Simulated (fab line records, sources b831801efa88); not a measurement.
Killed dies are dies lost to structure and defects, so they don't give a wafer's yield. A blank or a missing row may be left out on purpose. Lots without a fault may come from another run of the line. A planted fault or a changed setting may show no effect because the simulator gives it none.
fab line records | flow gf180mcu | part 1 of 2: steps 1 to 25 of 35
record lots=5 wafers=15 last_day=33
route steps=602 shown MVSD@136 NWELL@137 LVPWELL@138 MVPSD@139 VT_IMPLANT@140 DUAL_GATE@141 POLY_GATE@157
lots that met no fault: from a run of the same line without faults
start_h: hours from the record's first day to the start of the lot's first wafer shown | wait_h: hours since the lot's step before | " the same as in the row above | L1.1+2: a row that stands for several wafers | - no value, or no start given | * or withheld: withheld | < > ~ a bound
route shown NAME@n: a module of which the file shows steps, and the number in the route of the first | usual: mean/standard deviation of fault-free wafers | same: alike in all rows | chamber/n: place in a boat | sites: the reading at each site | _std_site: their standard deviation | _edge_site: outer sites' mean less inner sites' | radius_mm: how far each site lies from the wafer's centre | mask NAME#n: copy n | behind: the tool/chamber that last shaped the wafer | hold: why the lot was held/for how many hours/how that ended | device: the transistor (n, p or np) that didn't switch | end of line: the same wafers' tests at the end of the route | a step without rows: its recipe alone | killed: dies lost to structure and defects at the first sort, not the wafer's yield | map: a wafer's dies, x killed, . not, _ none there
set.NAME: the setting as run; set.NAME@STEP: as run at that earlier step | model.NAME: the simulator's own value behind a step, which no gauge read
lots at some steps of the route; a table a step, a row a wafer
services: from which hour (start_h, from the record's first day; less than 0 if before it) a tool's chamber was out of use, for how many hours, and why
## steps
# step GF_VT_IMPLANT_RS_MEAS_46
# recipe thk_meas_gauge=four-point-probe
# usual MVSD_RS=455.1/1
# columns lot.wafer tool chamber start_h wait_h MVSD_RS[ohm/sq]
L077.2 film_metro-03 - 179.10 0.1 455.9
L077.3 " - " " 455.2
L077.4 " - " " 455.1
L082.1 film_metro-03 - 211.83 0.1 455.4
L082.4 " - " " 455.6
L082.5 " - " " 456.1
L083.1 film_metro-04 - 218.43 0.1 455.2
L083.3 " - " " 454.3
L083.5 " - " " 454.8
L084.1 film_metro-04 - 225.58 0.1 454.8
L084.2 " - " " 455.4
L084.6 " - " " 455.5
L091.3 film_metro-02 - 270.96 0.1 453.9
L091.4 " - " " 454.6
L091.6 " - " " 454.2
# step GF_VT_IMPLANT_RS_MEAS_47
# recipe thk_meas_gauge=four-point-probe
# usual NWELL_RS=488.0/1.1
# columns lot.wafer tool chamber start_h wait_h NWELL_RS[ohm/sq]
L077.2 film_metro-03 - 179.22 0.1 487.0
L077.3 " - " " 486.1
L077.4 " - " " 487.8
L082.1 film_metro-03 - 211.95 0.1 488.6
L082.4 " - " " 488.2
L082.5 " - " " 488.2
L083.1 film_metro-04 - 218.55 0.1 489.4
L083.3 " - " " 487.3
L083.5 " - " " 487.9
L084.1 film_metro-04 - 225.70 0.1 487.4
L084.2 " - " " 487.3
L084.6 " - " " 486.2
L091.3 film_metro-02 - 271.08 0.1 489.6
L091.4 " - " " 489.1
L091.6 " - " " 487.3
# step GF_VT_IMPLANT_RS_MEAS_48
# recipe thk_meas_gauge=four-point-probe
# usual LVPWELL_RS=1196.9/2.6
# columns lot.wafer tool chamber start_h wait_h LVPWELL_RS[ohm/sq]
L077.2 film_metro-03 - 179.34 0.1 1197.5
L077.3 " - " " 1198.5
L077.4 " - " " 1199.8
L082.1 film_metro-03 - 212.07 0.1 1197.1
L082.4 " - " " 1195.6
L082.5 " - " " 1200.7
L083.1 film_metro-04 - 218.67 0.1 1199.4
L083.3 " - " " 1201.7
L083.5 " - " " 1199.2
L084.1 film_metro-04 - 225.82 0.1 1197.8
L084.2 " - " " 1195.2
L084.6 " - " " 1196.7
L091.3 film_metro-02 - 271.20 0.1 1193.1
L091.4 " - " " 1193.6
L091.6 " - " " 1194.3
# step GF_VT_IMPLANT_RS_MEAS_49
# recipe thk_meas_gauge=four-point-probe
# usual MVPSD_RS=1169/3.1
# columns lot.wafer tool chamber start_h wait_h MVPSD_RS[ohm/sq]
L077.2 film_metro-03 - 179.46 0.1 1170
L077.3 " - " " 1167
L077.4 " - " " 1172
L082.1 film_metro-03 - 212.19 0.1 1168
L082.4 " - " " 1167
L082.5 " - " " 1169
L083.1 film_metro-04 - 218.79 0.1 1165
L083.3 " - " " 1163
L083.5 " - " " 1163
L084.1 film_metro-04 - 225.94 0.1 1170
L084.2 " - " " 1170
L084.6 " - " " 1165
L091.3 film_metro-02 - 271.32 0.1 1171
L091.4 " - " " 1172
L091.6 " - " " 1173
# step GF_VT_IMPLANT_WET_ETCH_50
# recipe chemistry=dHF target_depth_nm=20 target=SiO2 temp_c=25 dilution=100:1 time_s=400
# usual bath_heat_duty_pct=6.4/0.62
# columns lot.wafer tool chamber start_h wait_h bath_heat_duty_pct
L077.2 wet_bench-01 3 179.56 0.1 6.0
L077.3 " 3 " " 6.4
L077.4 " 3 " " 6.3
L082.1 wet_bench-02 1 212.31 0.1 6.7
L082.4 " 1 " " 6.0
L082.5 " 1 " " 6.4
L083.1 wet_bench-04 3 218.91 0.1 6.1
L083.3 " 3 " " 6.8
L083.5 " 3 " " 6.7
L084.1 wet_bench-04 3 226.06 0.1 6.3
L084.2 " 3 " " 5.7
L084.6 " 3 " " 6.1
L091.3 wet_bench-01 3 271.40 0.1 6.6
L091.4 " 3 " " 6.9
L091.6 " 3 " " 6.2
# step GF_DUAL_GATE_CLEAN_00
# recipe chemistry=SC1/SC2 mix=1:4:20 temp_c=70 time_s=150
# usual bath_heat_duty_pct=13.1/1.4
# columns lot.wafer tool chamber start_h wait_h bath_heat_duty_pct
L077.2 wet_bench-04 2 179.68 0.0 11.4
L077.3 " 2 " " 11.1
L077.4 " 2 " " 11.9
L082.1 wet_bench-01 2 212.42 0.0 15.6
L082.4 " 2 " " 13.2
L082.5 " 2 " " 15.7
L083.1 wet_bench-01 2 219.02 0.0 15.2
L083.3 " 2 " " 13.7
L083.5 " 2 " " 14.7
L084.1 wet_bench-02 1 226.17 0.0 13.9
L084.2 " 1 " " 13.9
L084.6 " 1 " " 15.3
L091.3 wet_bench-02 2 271.53 0.0 11.1
L091.4 " 2 " " 10.5
L091.6 " 2 " " 12.0
# step GF_DUAL_GATE_CLEAN_01
# recipe chemistry=dHF time_s=20 dilution=100:1 dry=ipa_marangoni
# columns lot.wafer tool chamber start_h wait_h
L077.2+3+4 wet_bench-02 2 179.73 0.0
L082.1+4+5 wet_bench-04 2 212.47 0.0
L083.1+3+5 wet_bench-04 3 219.07 0.0
L084.1+2+6 wet_bench-01 1 226.22 0.0
L091.3+4+6 wet_bench-04 3 271.58 0.0
# step GF_DUAL_GATE_OXIDATION_02
# recipe temp_c=901.6 ambient=O2 stabilise_s=600 purge_s=300 target_thk_a=108.87 ox_time_s=1602
# usual tube_center_temp_C=901.6/0.074
# same ox_time_s=1602
# columns lot.wafer tool chamber start_h wait_h tube_center_temp_C
L077.2 furnace-01 0 179.74 0.0 901.63
L077.3 " 0 " " 901.66
L077.4 " 0 " " 901.56
L082.1 furnace-02 0 213.91 1.4 901.51
L082.4 " 0 " " 901.64
L082.5 " 0 " " 901.47
L083.1 furnace-01 0 220.05 1.0 901.43
L083.3 " 0 " " 901.69
L083.5 " 0 " " 901.67
L084.1 furnace-01 0 226.76 0.5 901.62
L084.2 " 0 " " 901.7
L084.6 " 0 " " 901.64
L091.3 furnace-02 0 271.60 0.0 901.73
L091.4 " 0 " " 901.65
L091.6 " 0 " " 901.6
# step GF_DUAL_GATE_THK_MEAS_03
# recipe reads=SiO2_of_DUAL_GATE_OXIDATION_02
# usual DUAL_GATE_OXIDATION_00_THK=11.06/0.21
# columns lot.wafer tool chamber start_h wait_h DUAL_GATE_OXIDATION_00_THK[nm]
L077.2 film_metro-02 - 181.19 0.0 10.88
L077.3 " - " " 10.87
L077.4 " - " " 10.91
L082.1 film_metro-02 - 215.35 0.0 11.18
L082.4 " - " " 11.08
L082.5 " - " " 11.31
L083.1 film_metro-02 - 221.49 0.0 10.80
L083.3 " - " " 10.70
L083.5 " - " " 10.64
L084.1 film_metro-02 - 228.21 0.0 10.94
L084.2 " - " " 11.08
L084.6 " - " " 11.02
L091.3 film_metro-01 - 273.06 0.0 11.26
L091.4 " - " " 11.18
L091.6 " - " " 11.19
# step GF_DUAL_GATE_DEHYDRATE_04
# recipe temp_c=200 time_s=60
# usual exhaust_pa=44.9/0.86 plate_temp_C=199.99/0.18
# columns lot.wafer tool chamber start_h wait_h exhaust_pa plate_temp_C
L077.2 litho_track-03 0 189.05 7.9 44.6 199.94
L077.3 " 0 " " 44.9 199.75
L077.4 " 0 " " 44.8 199.67
L082.1 litho_track-01 0 223.21 7.8 44.3 200.14
L082.4 " 0 " " 42.6 200.10
L082.5 " 0 " " 44.0 199.86
L083.1 litho_track-01 0 230.16 8.7 45.6 199.76
L083.3 " 0 " " 45.7 199.92
L083.5 " 0 " " 45.1 199.73
L084.1 litho_track-01 0 236.61 8.4 44.6 200.15
L084.2 " 0 " " 45.4 200.09
L084.6 " 0 " " 46.0 200.13
L091.3 litho_track-03 0 282.48 9.4 43.7 199.76
L091.4 " 0 " " 44.2 199.82
L091.6 " 0 " " 44.4 199.88
# step GF_DUAL_GATE_HMDS_05
# recipe prime_time_s=60 prime_temp_c=120
# usual exhaust_pa=45.2/0.92
# columns lot.wafer tool chamber start_h wait_h exhaust_pa
L077.2 litho_track-03 0 189.20 0.1 47.6
L077.3 " 0 " " 46.9
L077.4 " 0 " " 47.6
L082.1 litho_track-01 0 223.36 0.1 45.3
L082.4 " 0 " " 45.8
L082.5 " 0 " " 44.6
L083.1 litho_track-01 0 230.31 0.1 45.6
L083.3 " 0 " " 43.8
L083.5 " 0 " " 45.5
L084.1 litho_track-01 0 236.76 0.1 45.7
L084.2 " 0 " " 44.7
L084.6 " 0 " " 45.8
L091.3 litho_track-03 0 282.63 0.1 47.2
L091.4 " 0 " " 46.5
L091.6 " 0 " " 45.5
# step GF_DUAL_GATE_COAT_06
# recipe resist=NOVOLAK spin_rpm=3000 resist_thk_nm=1000
# usual exhaust_pa=45.2/0.96
# columns lot.wafer tool chamber start_h wait_h exhaust_pa
L077.2 litho_track-03 0 189.35 0.1 45.2
L077.3 " 0 " " 43.9
L077.4 " 0 " " 45.0
L082.1 litho_track-01 0 223.51 0.1 44.9
L082.4 " 0 " " 45.1
L082.5 " 0 " " 43.8
L083.1 litho_track-01 0 230.46 0.1 45.5
L083.3 " 0 " " 45.4
L083.5 " 0 " " 45.6
L084.1 litho_track-01 0 236.91 0.1 45.2
L084.2 " 0 " " 45.0
L084.6 " 0 " " 44.7
L091.3 litho_track-03 0 282.78 0.1 45.6
L091.4 " 0 " " 47.3
L091.6 " 0 " " 45.5
# step GF_DUAL_GATE_SOFTBAKE_07
# recipe temp_c=90 time_s=60 resist=NOVOLAK
# usual exhaust_pa=44.8/0.85 plate_temp_C=89.99/0.13
# columns lot.wafer tool chamber start_h wait_h exhaust_pa plate_temp_C
L077.2 litho_track-03 0 189.50 0.1 43.1 89.89
L077.3 " 0 " " 43.5 90.04
L077.4 " 0 " " 44.8 89.95
L082.1 litho_track-01 0 223.66 0.1 45.2 89.90
L082.4 " 0 " " 45.2 90.06
L082.5 " 0 " " 45.2 90.13
L083.1 litho_track-01 0 230.61 0.1 44.0 89.92
L083.3 " 0 " " 44.4 90.03
L083.5 " 0 " " 44.6 89.95
L084.1 litho_track-01 0 237.06 0.1 45.3 90.13
L084.2 " 0 " " 45.8 90.03
L084.6 " 0 " " 45.0 90.15
L091.3 litho_track-03 0 282.93 0.1 44.2 89.90
L091.4 " 0 " " 45.0 89.78
L091.6 " 0 " " 45.4 89.85
# step GF_DUAL_GATE_EXPOSE_08
# recipe mask_id=Dualgate target_cd_nm=700 na=0.6 source_shape=conventional sigma_outer=0.6 dose_mj=140
# columns lot.wafer tool chamber start_h wait_h mask
L077.2+3+4 iline_stepper-02 0 - - Dualgate#0
L082.1+4+5 iline_stepper-02 0 - - Dualgate#0
L083.1+3+5 iline_stepper-02 0 - - Dualgate#0
L084.1+2+6 iline_stepper-02 0 - - Dualgate#0
L091.3+4+6 iline_stepper-02 0 - - Dualgate#0
# step GF_DUAL_GATE_PEB_09
# recipe temp_c=withheld time_s=* resist=NOVOLAK
# usual exhaust_pa=45.0/0.94
# columns lot.wafer tool chamber start_h wait_h exhaust_pa
L077.2 litho_track-03 0 - - 43.3
L077.3 " 0 " " 43.7
L077.4 " 0 " " 44.4
L082.1 litho_track-03 0 - - 44.4
L082.4 " 0 " " 45.0
L082.5 " 0 " " 43.7
L083.1 litho_track-04 0 - - 45.4
L083.3 " 0 " " 46.2
L083.5 " 0 " " 44.7
L084.1 litho_track-03 0 - - 44.1
L084.2 " 0 " " 45.6
L084.6 " 0 " " 45.5
L091.3 litho_track-04 0 - - 44.7
L091.4 " 0 " " 44.0
L091.6 " 0 " " 45.3
# step GF_DUAL_GATE_DEVELOP_10
# recipe develop_time_s=60 dev_temp_c=23
# usual exhaust_pa=45.0/0.9
# columns lot.wafer tool chamber start_h wait_h exhaust_pa
L077.2 litho_track-03 0 197.50 0.1 44.3
L077.3 " 0 " " 44.8
L077.4 " 0 " " 43.9
L082.1 litho_track-03 0 233.28 0.1 45.6
L082.4 " 0 " " 45.1
L082.5 " 0 " " 45.4
L083.1 litho_track-04 0 239.84 0.1 45.4
L083.3 " 0 " " 44.9
L083.5 " 0 " " 46.0
L084.1 litho_track-03 0 245.53 0.1 45.0
L084.2 " 0 " " 45.1
L084.6 " 0 " " 45.7
L091.3 litho_track-04 0 292.74 0.1 45.1
L091.4 " 0 " " 45.7
L091.6 " 0 " " 45.7
# step GF_DUAL_GATE_OVL_MEAS_11
# usual DUAL_GATE_OVL=-0.4/1.3
# columns lot.wafer tool chamber start_h wait_h DUAL_GATE_OVL[nm]
L077.2 overlay-01 - 197.64 0.1 -1.7
L077.3 " - " " -0.9
L077.4 " - " " -0.7
L082.1 overlay-02 - 233.43 0.1 -0.9
L082.4 " - " " 2.7
L082.5 " - " " 0.5
L083.1 overlay-02 - 239.99 0.1 -1.0
L083.3 " - " " 0.2
L083.5 " - " " -1.8
L084.1 overlay-01 - 245.68 0.1 0.0
L084.2 " - " " 0.3
L084.6 " - " " 0.4
L091.3 overlay-01 - 292.85 0.1 1.3
L091.4 " - " " 1.7
L091.6 " - " " -0.2
# step GF_DUAL_GATE_WET_ETCH_12
# recipe chemistry=dHF target_depth_nm=13 dry=n2_spin target=SiO2 temp_c=25 dilution=100:1 time_s=260
# usual bath_heat_duty_pct=6.2/0.66
# columns lot.wafer tool chamber start_h wait_h bath_heat_duty_pct
L077.2 wet_bench-02 1 197.67 0.0 7.4
L077.3 " 1 " " 6.5
L077.4 " 1 " " 6.1
L082.1 wet_bench-02 2 233.47 0.0 5.7
L082.4 " 2 " " 6.0
L082.5 " 2 " " 5.8
L083.1 wet_bench-01 0 240.03 0.0 7.5
L083.3 " 0 " " 6.3
L083.5 " 0 " " 5.6
L084.1 wet_bench-02 2 245.71 0.0 5.6
L084.2 " 2 " " 5.8
L084.6 " 2 " " 5.5
L091.3 wet_bench-01 3 292.88 0.0 6.1
L091.4 " 3 " " 6.4
L091.6 " 3 " " 6.8
# step GF_DUAL_GATE_STRIP_13
# recipe chemistry=O2/N2 power_w=1400 pressure_mtorr=1500 platen_temp_c=250 o2_flow_sccm=3000 n2_flow_sccm=300 overash_fraction=0.5
# usual drypump_motor_current_A=5.6/0.44 heater_power_w=308/16 oes_product_au=0.716/0.0046 strip_time_to_endpoint_s=12.62/0.032
# same overash_fraction=0.5
# columns lot.wafer tool chamber start_h wait_h drypump_motor_current_A heater_power_w oes_product_au rf_hours_counter_h strip_time_to_endpoint_s
L077.2 plasma_asher-03 1 197.75 0.0 5.5 299 0.718 42 12.58
L077.3 " 0 " " 5.5 295 0.711 - 12.62
L077.4 " 1 " " 5.5 301 0.724 - 12.59
L082.1 plasma_asher-03 0 233.55 0.0 5.6 291 0.718 46 12.60
L082.4 " 0 " " 5.6 289 0.718 - 12.59
L082.5 " 0 " " 5.5 302 0.709 - 12.65
L083.1 plasma_asher-01 0 240.12 0.0 6.5 317 0.716 59 12.60
L083.3 " 1 " " 5.2 340 0.717 - 12.60
L083.5 " 1 " " 5.3 339 0.715 - 12.59
L084.1 plasma_asher-03 0 245.80 0.0 5.6 288 0.718 47 12.63
L084.2 " 1 " " 5.5 312 0.719 47 12.65
L084.6 " 1 " " 5.5 309 0.719 - 12.65
L091.3 plasma_asher-01 1 292.99 0.0 5.3 328 0.716 - 12.63
L091.4 " 0 " " 6.6 311 0.712 - 12.64
L091.6 " 1 " " 5.3 341 0.718 - 12.59
# step GF_DUAL_GATE_CLEAN_14
# recipe chemistry=SC1/SC2 mix=1:4:20 temp_c=70 time_s=150 dry=n2_spin
# usual bath_heat_duty_pct=13.2/1.1
# columns lot.wafer tool chamber start_h wait_h bath_heat_duty_pct
L077.2 wet_bench-02 1 197.87 0.1 13.1
L077.3 " 1 " " 13.4
L077.4 " 1 " " 14.4
L082.1 wet_bench-04 2 233.65 0.1 11.5
L082.4 " 2 " " 12.1
L082.5 " 2 " " 11.6
L083.1 wet_bench-04 0 240.22 0.1 14.1
L083.3 " 0 " " 14.2
L083.5 " 0 " " 13.4
L084.1 wet_bench-04 3 245.90 0.1 14.0
L084.2 " 3 " " 13.5
L084.6 " 3 " " 15.0
L091.3 wet_bench-04 2 293.06 0.0 10.9
L091.4 " 2 " " 11.3
L091.6 " 2 " " 12.0
# step GF_DUAL_GATE_OXIDATION_15
# recipe temp_c=850 ambient=O2 stabilise_s=600 purge_s=300 target_thk_a=70.98 ox_time_s=1995
# usual tube_center_temp_C=849.99/0.074
# same ox_time_s=1995
# columns lot.wafer tool chamber start_h wait_h tube_center_temp_C
L077.2 furnace-01 0 199.72 1.8 849.95
L077.3 " 0 " " 849.89
L077.4 " 0 " " 850.01
L082.1 furnace-02 0 233.70 0.0 850.04
L082.4 " 0 " " 850.02
L082.5 " 0 " " 849.93
L083.1 furnace-02 0 240.83 0.6 850
L083.3 " 0 " " 850.01
L083.5 " 0 " " 849.92
L084.1 furnace-01 0 245.96 0.0 849.92
L084.2 " 0 " " 849.92
L084.6 " 0 " " 849.88
L091.3 furnace-01 0 293.11 0.0 850.07
L091.4 " 0 " " 849.97
L091.6 " 0 " " 850.06
# step GF_POLY_GATE_CVD_00
# recipe material=poly-Si target_thk_nm=200 temp_c=620 time_s=1200 pressure_mtorr=200
# usual susceptor_temp_C=620.03/0.26
# columns lot.wafer tool chamber start_h wait_h susceptor_temp_C
L077.2 lpcvd-01 1 201.28 0.0 620.21
L077.3 " 1 " " 620.09
L077.4 " 1 " " 619.87
L082.1 lpcvd-02 0 235.25 0.0 620.28
L082.4 " 0 " " 620.01
L082.5 " 0 " " 619.97
L083.1 lpcvd-01 0 243.56 1.2 620.22
L083.3 " 0 " " 619.84
L083.5 " 0 " " 620.21
L084.1 lpcvd-01 1 247.51 0.0 620.04
L084.2 " 1 " " 619.78
L084.6 " 1 " " 619.57
L091.3 lpcvd-02 1 294.66 0.0 619.98
L091.4 " 1 " " 620.35
L091.6 " 1 " " 620.23
# step GF_POLY_GATE_THK_MEAS_01
# recipe reads=poly-Si_of_POLY_GATE_CVD_00
# usual POLY_GATE_CVD_00_THK=200.0/1.7
# columns lot.wafer tool chamber start_h wait_h POLY_GATE_CVD_00_THK[nm]
L077.2 film_metro-01 - 202.62 0.0 200.1
L077.3 " - " " 199.7
L077.4 " - " " 200.6
L082.1 film_metro-01 - 236.58 0.0 200.7
L082.4 " - " " 199.6
L082.5 " - " " 199.6
L083.1 film_metro-04 - 244.89 0.0 198.6
L083.3 " - " " 199.0
L083.5 " - " " 198.9
L084.1 film_metro-04 - 248.84 0.0 199.7
L084.2 " - " " 200.1
L084.6 " - " " 200.7
L091.3 film_metro-04 - 296.68 0.0 199.0
L091.4 " - " " 201.1
L091.6 " - " " 199.9
# step GF_POLY_GATE_DEHYDRATE_02
# recipe temp_c=200 time_s=60
# usual exhaust_pa=44.9/0.78 plate_temp_C=200.03/0.16
# columns lot.wafer tool chamber start_h wait_h exhaust_pa plate_temp_C
L077.2 litho_track-01 0 210.33 7.7 45.7 199.89
L077.3 " 0 " " 44.9 199.84
L077.4 " 0 " " 45.9 199.96
L082.1 litho_track-02 0 244.17 7.6 44.0 200.32
L082.4 " 0 " " 43.6 200.03
L082.5 " 0 " " 43.9 200.10
L083.1 litho_track-02 0 253.72 8.8 45.0 199.85
L083.3 " 0 " " 45.3 200.13
L083.5 " 0 " " 47.5 200.07
L084.1 litho_track-02 0 257.57 8.7 44.9 200.04
L084.2 " 0 " " 43.4 199.84
L084.6 " 0 " " 45.8 199.78
L091.3 litho_track-03 0 305.58 8.9 45.6 200.24
L091.4 " 0 " " 43.7 200.16
L091.6 " 0 " " 43.5 200.03
# step GF_POLY_GATE_HMDS_03
# recipe prime_time_s=60 prime_temp_c=120
# usual exhaust_pa=44.8/0.96
# columns lot.wafer tool chamber start_h wait_h exhaust_pa
L077.2 litho_track-01 0 210.48 0.1 43.6
L077.3 " 0 " " 43.7
L077.4 " 0 " " 43.4
L082.1 litho_track-02 0 244.32 0.1 44.0
L082.4 " 0 " " 43.2
L082.5 " 0 " " 42.9
L083.1 litho_track-02 0 253.87 0.1 44.9
L083.3 " 0 " " 43.8
L083.5 " 0 " " 44.7
L084.1 litho_track-02 0 257.72 0.1 45.8
L084.2 " 0 " " 44.9
L084.6 " 0 " " 44.8
L091.3 litho_track-03 0 305.73 0.1 44.4
L091.4 " 0 " " 44.2
L091.6 " 0 " " 45.1
